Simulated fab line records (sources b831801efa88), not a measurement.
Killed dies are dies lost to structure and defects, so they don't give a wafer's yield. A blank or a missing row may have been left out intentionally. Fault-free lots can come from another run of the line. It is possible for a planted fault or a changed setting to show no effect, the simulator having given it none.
fab line records	flow gf180mcu
record: lots: 13	wafers: 39	last_day: 34
route steps=602 shown MVSD@70 NSD@247 SAB@265
lots that met no fault: from a run of the same line without faults
start_h: hours from the record's first day to the start of the lot's first wafer shown	wait_h: hours since the lot's step before	" repeats the value in the row above	L1.1+2: one row covering several wafers at once	- no value present, or no start provided	* or withheld: withheld	< > ~ a bound
route shown NAME@n: a module of which the file shows steps, and the number in the route of the first	usual: the fault-free wafers' mean and standard deviation	same: alike in all rows	chamber/n: place in a boat	sites: per-site readings	_std_site: their standard deviation	_edge_site: the outer-site mean with the inner-site mean subtracted	radius_mm: for every site, how far away it sits from the centre of the wafer	mask NAME#n: copy n	behind: the most recent tool/chamber to have shaped the wafer	hold: reason for holding the lot/hours on hold/outcome of the hold	device: the n, p or np transistor that did not switch	end of line: at the end of the route, the tests of the same wafers	step lacking rows: just its recipe	killed: dies lost to structure and defects at the first sort, not the wafer's yield	map: dies across one wafer; x = killed, . = not, _ = none there
set.NAME: setting as actually run; set.NAME@STEP: the setting as run at that earlier step	model.NAME: the simulator's own value behind a step, which no gauge read
a sample of lots followed through the steps of the route, with each step as a table and each wafer as a row
services: the hour from which a tool's chamber was out of use, counted from the record's first day as start_h (under 0 if before that day), plus the number of hours and why
== steps ==
step: GF_MVSD_EXPOSE_04
recipe: mask_id: MVSD	target_cd_nm: 1000	na: 0.6	source_shape: conventional	sigma_outer: 0.6	dose_mj: 260
lot.wafer	tool	chamber	start_h	wait_h	mask
L491.2+3+5	iline_stepper-02	0	75.85	-	MVSD#0
L493.1+3+5	iline_stepper-02	0	86.87	-	Nwell#0
L503.2+5+6	iline_stepper-01	0	144.97	-	MVSD#0
L504.1+4+6	iline_stepper-02	0	155.46	-	MVSD#0
L505.2+4+5	iline_stepper-01	0	157.36	-	MVSD#0
L506.1+2+4	iline_stepper-02	0	161.21	-	MVSD#0
L507.3+4+6	iline_stepper-01	0	166.10	-	MVSD#0
L509.2+4+6	iline_stepper-02	0	177.77	-	MVSD#0
L510.2+5+6	iline_stepper-01	0	183.57	-	MVSD#0
L511.1+5+6	iline_stepper-02	0	190.21	-	MVSD#0
L512.1+2+4	iline_stepper-01	0	195.74	-	MVSD#0
L513.1+3+6	iline_stepper-02	0	203.33	-	MVSD#0
L514.2+3+4	iline_stepper-02	0	209.01	-	MVSD#0
step: GF_MVSD_OVL_MEAS_07
usual: MVSD_OVL: 0.7/1.2
lot.wafer	tool	chamber	start_h	wait_h	MVSD_OVL[nm]
L491.2	overlay-01	-	82.22	-	-0.5
L491.3	"	-	"	"	1.3
L491.5	"	-	"	"	1.6
L493.1	overlay-02	-	93.41	-	-
L493.3	"	-	"	"	-
L493.5	"	-	"	"	-
L503.2	overlay-02	-	152.57	-	1.1
L503.5	"	-	"	"	-0.5
L503.6	"	-	"	"	0.6
L504.1	overlay-02	-	163.36	-	1.0
L504.4	"	-	"	"	1.2
L504.6	"	-	"	"	-0.8
L505.2	overlay-01	-	164.96	-	0.6
L505.4	"	-	"	"	0.5
L505.5	"	-	"	"	0.6
L506.1	overlay-02	-	169.39	-	1.5
L506.2	"	-	"	"	2.9
L506.4	"	-	"	"	2.6
L507.3	overlay-02	-	174.33	-	-2.1
L507.4	"	-	"	"	0.0
L507.6	"	-	"	"	-0.3
L509.2	overlay-02	-	186.16	-	0.9
L509.4	"	-	"	"	0.7
L509.6	"	-	"	"	1.0
L510.2	overlay-02	-	191.34	-	-0.4
L510.5	"	-	"	"	0.4
L510.6	"	-	"	"	-0.2
L511.1	overlay-02	-	197.85	-	2.2
L511.5	"	-	"	"	3.1
L511.6	"	-	"	"	1.7
L512.1	overlay-01	-	204.15	-	0.6
L512.2	"	-	"	"	2.8
L512.4	"	-	"	"	2.0
L513.1	overlay-02	-	211.24	-	0.8
L513.3	"	-	"	"	1.7
L513.6	"	-	"	"	1.5
L514.2	overlay-02	-	217.01	-	-1.3
L514.3	"	-	"	"	0.8
L514.4	"	-	"	"	1.3
step: GF_MVSD_TW_MEAS_11
usual: MVSD_TW: 1582/13
lot.wafer	tool	chamber	start_h	wait_h	MVSD_TW
L491.2	film_metro-04	-	82.66	0.1	1584
L491.3	"	-	"	"	1586
L491.5	"	-	"	"	1593
L493.1	film_metro-04	-	93.84	0.1	30
L493.3	"	-	"	"	30
L493.5	"	-	"	"	30
L503.2	film_metro-02	-	153.01	0.1	1563
L503.5	"	-	"	"	1561
L503.6	"	-	"	"	1559
L504.1	film_metro-02	-	163.79	0.1	1556
L504.4	"	-	"	"	1557
L504.6	"	-	"	"	1557
L505.2	film_metro-03	-	165.44	0.1	1582
L505.4	"	-	"	"	1584
L505.5	"	-	"	"	1581
L506.1	film_metro-03	-	169.82	0.1	1586
L506.2	"	-	"	"	1588
L506.4	"	-	"	"	1588
L507.3	film_metro-04	-	174.77	0.1	1592
L507.4	"	-	"	"	1595
L507.6	"	-	"	"	1590
L509.2	film_metro-02	-	186.60	0.1	1576
L509.4	"	-	"	"	1584
L509.6	"	-	"	"	1583
L510.2	film_metro-02	-	191.78	0.1	1584
L510.5	"	-	"	"	1579
L510.6	"	-	"	"	1571
L511.1	film_metro-04	-	198.29	0.1	1593
L511.5	"	-	"	"	1594
L511.6	"	-	"	"	1598
L512.1	film_metro-02	-	204.59	0.1	1556
L512.2	"	-	"	"	1556
L512.4	"	-	"	"	1555
L513.1	film_metro-04	-	211.67	0.1	1597
L513.3	"	-	"	"	1589
L513.6	"	-	"	"	1597
L514.2	film_metro-03	-	217.45	0.1	1573
L514.3	"	-	"	"	1583
L514.4	"	-	"	"	1574
step: GF_NSD_TW_MEAS_12
usual: NSD_TW: 4241/17
lot.wafer	tool	chamber	start_h	wait_h	NSD_TW
L491.2	film_metro-02	-	296.75	0.1	4241
L491.3	"	-	"	"	4235
L491.5	"	-	"	"	4228
L493.1	film_metro-01	-	312.98	0.1	4240
L493.3	"	-	"	"	4233
L493.5	"	-	"	"	4252
L503.2	film_metro-01	-	398.20	0.1	4266
L503.5	"	-	"	"	4248
L503.6	"	-	"	"	4255
L504.1	film_metro-02	-	415.22	0.1	4229
L504.4	"	-	"	"	4254
L504.6	"	-	"	"	4237
L505.2	film_metro-02	-	416.39	0.1	4222
L505.4	"	-	"	"	4258
L505.5	"	-	"	"	4236
L506.1	film_metro-02	-	422.33	0.1	4234
L506.2	"	-	"	"	4248
L506.4	"	-	"	"	4240
L507.3	film_metro-02	-	429.96	0.1	4248
L507.4	"	-	"	"	4255
L507.6	"	-	"	"	4254
L509.2	film_metro-01	-	444.08	0.1	4255
L509.4	"	-	"	"	4250
L509.6	"	-	"	"	4250
L510.2	film_metro-02	-	452.24	0.1	4256
L510.5	"	-	"	"	4239
L510.6	"	-	"	"	4216
L511.1	film_metro-02	-	463.07	0.1	4203
L511.5	"	-	"	"	4233
L511.6	"	-	"	"	4248
L512.1	film_metro-02	-	472.74	0.1	4227
L512.2	"	-	"	"	4231
L512.4	"	-	"	"	4215
L513.1	film_metro-03	-	480.84	0.1	4244
L513.3	"	-	"	"	4266
L513.6	"	-	"	"	4258
L514.2	film_metro-02	-	492.00	0.1	4241
L514.3	"	-	"	"	4218
L514.4	"	-	"	"	4220
step: GF_SAB_THK_MEAS_01
recipe: reads: SiO2_of_SAB_CVD_00
usual: SAB_CVD_00_THK: 49.9/0.65
lot.wafer	tool	chamber	start_h	wait_h	SAB_CVD_00_THK[nm]
L491.2	film_metro-04	-	317.57	0.0	49.9
L491.3	"	-	"	"	49.7
L491.5	"	-	"	"	51.2
L493.1	film_metro-01	-	335.01	0.0	50.0
L493.3	"	-	"	"	49.6
L493.5	"	-	"	"	50.6
L503.2	film_metro-04	-	423.06	0.0	49.6
L503.5	"	-	"	"	50.2
L503.6	"	-	"	"	50.0
L504.1	film_metro-03	-	440.11	0.0	49.7
L504.4	"	-	"	"	50.3
L504.6	"	-	"	"	51.1
L505.2	film_metro-04	-	441.44	0.0	48.7
L505.4	"	-	"	"	49.7
L505.5	"	-	"	"	50.3
L506.1	film_metro-01	-	447.24	0.0	49.1
L506.2	"	-	"	"	49.2
L506.4	"	-	"	"	50.4
L507.3	film_metro-04	-	455.05	0.0	50.1
L507.4	"	-	"	"	51.0
L507.6	"	-	"	"	51.2
L509.2	film_metro-03	-	469.17	0.0	50.2
L509.4	"	-	"	"	50.8
L509.6	"	-	"	"	50.6
L510.2	film_metro-03	-	477.02	0.0	49.4
L510.5	"	-	"	"	49.8
L510.6	"	-	"	"	50.0
L511.1	film_metro-03	-	488.06	0.0	49.9
L511.5	"	-	"	"	49.8
L511.6	"	-	"	"	51.0
L512.1	film_metro-04	-	497.39	0.0	50.6
L512.2	"	-	"	"	49.9
L512.4	"	-	"	"	51.4
L513.1	film_metro-04	-	504.84	0.0	49.6
L513.3	"	-	"	"	48.9
L513.6	"	-	"	"	50.0
L514.2	film_metro-04	-	515.57	0.0	48.4
L514.3	"	-	"	"	49.6
L514.4	"	-	"	"	50.2
step: GF_SAB_STRIP_13
recipe: chemistry: O2/N2	power_w: 1400	pressure_mtorr: 1500	platen_temp_c: 250	o2_flow_sccm: 3000	n2_flow_sccm: 300	overash_fraction: 0.5
usual: drypump_motor_current_A: 5.4/0.4	heater_power_w: 338/20	oes_product_au: 0.710/0.0045	strip_time_to_endpoint_s: 12.64/0.032
lot.wafer	tool	chamber	start_h	wait_h	drypump_motor_current_A	heater_power_w	oes_product_au	rf_hours_counter_h	strip_time_to_endpoint_s
L491.2	plasma_asher-03	1	338.54	0.0	5.5	341	0.710	53	12.66
L491.3	"	1	"	"	5.4	337	0.709	-	12.64
L491.5	"	1	"	"	5.4	341	0.703	-	12.63
L493.1	plasma_asher-04	1	356.64	0.0	4.8	309	0.713	68	12.62
L493.3	"	1	"	"	4.8	303	0.707	-	12.59
L493.5	"	1	"	"	4.8	297	0.711	-	12.59
L503.2	plasma_asher-01	1	447.43	0.0	5.1	375	0.703	2	12.68
L503.5	"	0	"	"	5.2	326	0.706	-	12.65
L503.6	"	1	"	"	5.1	368	0.702	-	12.65
L504.1	plasma_asher-01	0	464.09	0.0	5.2	340	0.706	4	12.69
L504.4	"	0	"	"	5.2	338	0.700	-	12.71
L504.6	"	1	"	"	5.1	370	0.711	-	12.70
L505.2	plasma_asher-01	0	465.15	0.0	5.2	336	0.703	4	12.64
L505.4	"	0	"	"	5.2	332	0.715	-	12.62
L505.5	"	0	"	"	5.2	345	0.706	-	12.62
L506.1	plasma_asher-01	1	471.32	0.0	5.1	370	0.716	4	12.62
L506.2	"	0	"	"	5.2	339	0.709	4	12.61
L506.4	"	1	"	"	5.1	364	0.716	-	12.58
L507.3	plasma_asher-03	0	478.69	0.0	6.1	321	0.709	-	12.60
L507.4	"	1	"	"	5.5	347	0.711	-	12.60
L507.6	"	0	"	"	6.1	322	0.716	-	12.65
L509.2	plasma_asher-03	0	492.99	0.0	6.1	326	0.711	68	12.61
L509.4	"	0	"	"	6.1	324	0.708	-	12.63
L509.6	"	0	"	"	6.1	329	0.713	-	12.65
L510.2	plasma_asher-01	1	500.84	0.0	5.1	366	0.710	8	12.64
L510.5	"	1	"	"	5.1	372	0.706	-	12.63
L510.6	"	0	"	"	5.2	341	0.704	-	12.66
L511.1	plasma_asher-03	1	511.91	0.0	5.5	344	0.715	69	12.62
L511.5	"	0	"	"	6.1	327	0.708	-	12.58
L511.6	"	1	"	"	5.5	336	0.720	-	12.64
L512.1	plasma_asher-01	1	520.70	0.0	5.1	374	0.715	10	12.61
L512.2	"	0	"	"	5.2	332	0.710	10	12.63
L512.4	"	0	"	"	5.2	326	0.717	-	12.66
L513.1	plasma_asher-01	0	529.82	0.0	5.2	331	0.709	11	12.64
L513.3	"	0	"	"	5.2	339	0.711	-	12.62
L513.6	"	1	"	"	5.1	367	0.706	-	12.66
L514.2	plasma_asher-03	0	538.42	0.0	6.1	331	0.710	72	12.60
L514.3	"	0	"	"	6.1	327	0.714	-	12.65
L514.4	"	1	"	"	5.5	340	0.709	-	12.60
== services ==
tool	chamber	start_h	hours	kind
plasma_asher-03	-	55.86	1.2	repair
iline_stepper-02	-	76.34	1.7	pm
plasma_asher-01	-	104.79	14.6	pm
plasma_asher-04	-	108.12	15.6	pm
iline_stepper-02	-	151.72	2.0	repair
iline_stepper-01	-	157.75	2.1	pm
iline_stepper-02	-	181.58	2.1	pm
iline_stepper-02	-	183.66	-	consumable_replace:lamp
iline_stepper-01	-	222.36	1.7	pm
plasma_asher-03	-	223.04	1.0	repair
plasma_asher-01	-	224.58	2.1	repair
plasma_asher-03	-	237.08	11.9	repair
plasma_asher-03	-	239.09	1.6	repair
iline_stepper-01	-	258.52	16.4	repair
iline_stepper-02	-	294.52	1.7	pm
iline_stepper-01	-	320.98	2.8	repair
plasma_asher-04	-	349.75	4.3	pm
plasma_asher-01	-	360.61	4.0	pm
plasma_asher-03	-	385.95	3.8	repair
plasma_asher-03	-	403.18	14.6	pm
plasma_asher-01	-	421.25	9.0	pm
iline_stepper-01	-	440.54	1.7	pm
plasma_asher-03	-	455.68	0.6	repair
iline_stepper-02	-	512.70	1.7	pm
== key ==
first_sign: step: GF_MVSD_EXPOSE_04	reading: mask	direction: changed
effect: step: GF_MVSD_OVL_MEAS_07	reading: MVSD_OVL	direction: missing
effect: step: GF_MVSD_TW_MEAS_11	reading: MVSD_TW	direction: down	sigmas: 99+	usual: 1582	struck: 30
met_at GF_MVSD_EXPOSE_04
struck_lots L493
sort_left_out L493.1,L493.3,L493.5
tester_left_out L493
not_acting_at GF_NSD_TW_MEAS_12,GF_SAB_THK_MEAS_01,GF_SAB_STRIP_13
onset_between 75.85 86.87
fault: kind: wrong_mask	tool: any	chamber: -	onset_h: 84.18	steps: GF_MVSD_EXPOSE_04	aux_copy: Nwell#0	scope: struck_lots_only
tester_left_out: of these lots the tester's yield and bins aren't shown, on N5 and GAA mostly nor the transistor test; their killed dies are dies lost to structure and defects alone, not to doping, threshold or leakage, so they don't give the yield
sort_left_out: the simulated sort isn't trusted on such a fault, so these wafers' sort isn't shown, and their yield isn't known
